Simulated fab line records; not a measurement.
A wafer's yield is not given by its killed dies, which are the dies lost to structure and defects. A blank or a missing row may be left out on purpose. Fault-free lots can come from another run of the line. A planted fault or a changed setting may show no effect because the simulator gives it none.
Problem report, 8D (eight disciplines) form, completed by code ; flow sky130 ; the parts of the form that need people (team, actions taken, sign-off) are left out

== 1. WHAT IS WRONG ==
At SKY_POLY_CUT_COAT_03, spin_speed_rpm averages 2944.8 rpm over 6 wafers from 2 lots, while fault-free wafers read 3000.1 rpm, standard deviation 2.3. Relative to the usual mean, that is a shift of -24 standard deviations.
The step: resist thk 450 nm.
The first sign was on wafer L466.1 at day 28 16:00, on litho_track-03. At this step, 36 wafers from 12 lots have a number in the record. Rule for "out", or "out of limits": more than 4 standard deviations from the usual mean. Any other wafer with a number is counted as sound.

== 2. WHAT IT IS; WHAT IT IS NOT ==
question;is;is not
which readings at this step;spin_speed_rpm;-
which lots;L466, L467;L452, L453, L454, L455, L457, L458, L462, L470, L474, L475
which wafers of those lots;all that have a number;-
read on which tools;litho_track-03;litho_track-02
when;from day 28 16:00;"up to then (21 sound wafers); but 9 sound wafers of L470, L474, L475 came after"

== 3. THE SUSPECTS, EACH WITH WHAT RULES IT OUT ==
Counting: any tool at a process step up to the reading is kept as a suspect provided that every lot that is out went through it and no sound lot did after the first of them.
- litho_track-03 at SKY_POLY_CUT_COAT_03 (resist thk 450 nm): ruled out as a lasting fault. The sound lots L475 went through it after L466, its earliest lot that is out (day 28 16:00).
Left after counting: nothing in the record.

== 4. THE CAUSE (what the simulator had put in) ==
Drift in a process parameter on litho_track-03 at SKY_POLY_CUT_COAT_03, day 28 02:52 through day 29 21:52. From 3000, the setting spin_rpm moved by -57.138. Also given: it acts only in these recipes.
Counting ruled it out, wrongly.

== 5. THE EFFECT CHAIN, in route order ==
Rows list readings where the struck wafers' mean (over those with a number) sits beyond 3 standard deviations from the usual. Only readings for which the record gives a usual standard deviation are gone through. hours: the time from each lot's start at the first step in this table that gives one to its start at this step, as a median over the lots. sigmas: the change in usual standard deviations.
hours;step;reading;usual;on struck wafers;change;sigmas
0;SKY_POLY_CUT_COAT_03;spin_speed_rpm;3000.1 rpm;2944.8;-55.2;-24
The process steps in it:
- SKY_POLY_CUT_COAT_03: resist thk 450 nm.
Later steps that measure or inspect, where all struck wafers having a row at the step show a number for every such reading and not one has moved that far: SKY_CONTACT_THK_MEAS_01, SKY_CONTACT_THK_MEAS_26.

== 6. WHAT WOULD HAVE CAUGHT IT SOONER ==
In this record the first reading out of limits was taken at day 28 16:00, 13 hours after the fault began at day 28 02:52.
